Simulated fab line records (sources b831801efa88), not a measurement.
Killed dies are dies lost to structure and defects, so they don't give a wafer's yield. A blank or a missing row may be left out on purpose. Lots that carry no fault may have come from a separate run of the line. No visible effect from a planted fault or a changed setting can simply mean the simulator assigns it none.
2 desks looking at one fault -- flow gf180mcu -- what lay behind the numbers comes last; until then each desk has only its own

== AT THE METROLOGY DESK ==
What the gauges read, lot by lot, whatever tool the lot ran on: means of the sampled wafers that have a number. Marked OUT: a lot whose mean sits more than 4 standard deviations from the usual mean, which makes it out of limits; the brackets give that distance.
Columns: A = CONTACT_W_RS at GF_CONTACT_RS_MEAS_25, usual 0.364 ohm/sq; B = CONTACT_W_THK at GF_CONTACT_THK_MEAS_26, usual 326 nm
lot,first seen here,A,B
L286,day 16 05:17,0.363,327
L293,day 18 17:37,0.360,329
L294,day 19 06:14,0.359,329
L295,day 19 13:48,0.359,331
L298,day 20 12:43,0.367,324
L299,day 20 20:52,0.365,319
L305,day 22 19:22,0.362,324
This desk's finding: nothing out of limits on any of the 7 lots.

== THE TOOL OWNER'S DESK: pvd-sputter-03 ==
The tool's own readings at GF_M1_SPUTTER_03 (material Ti, target thk 10 nm, time 6.7 s): means of the sampled wafers that have a number, for each lot that ran on this tool. Marked OUT: a lot whose mean sits more than 4 standard deviations from the usual mean, which makes it out of limits; the brackets give that distance.
Columns: A = cathode-dc-power-W at GF_M1_SPUTTER_03, usual 3000.0 W; B = throttle-valve-pct at GF_M1_SPUTTER_03, usual 30.4 %
lot,first seen here,A,B
L286,day 16 05:56,3000.1,30.1
L293,day 18 18:11,3000.3,30.7
L294,day 19 06:53,2999.6,30.5
L295,day 19 14:24,3000.2,30.6
This desk's finding: nothing out of limits on any of the 4 lots.

== TAKEN TOGETHER ==
The metrology desk saw nothing out of limits.
Nothing out of limits was seen by the tool owner's desk.

== WHAT HAD BEEN PUT IN BY THE SIMULATOR ==
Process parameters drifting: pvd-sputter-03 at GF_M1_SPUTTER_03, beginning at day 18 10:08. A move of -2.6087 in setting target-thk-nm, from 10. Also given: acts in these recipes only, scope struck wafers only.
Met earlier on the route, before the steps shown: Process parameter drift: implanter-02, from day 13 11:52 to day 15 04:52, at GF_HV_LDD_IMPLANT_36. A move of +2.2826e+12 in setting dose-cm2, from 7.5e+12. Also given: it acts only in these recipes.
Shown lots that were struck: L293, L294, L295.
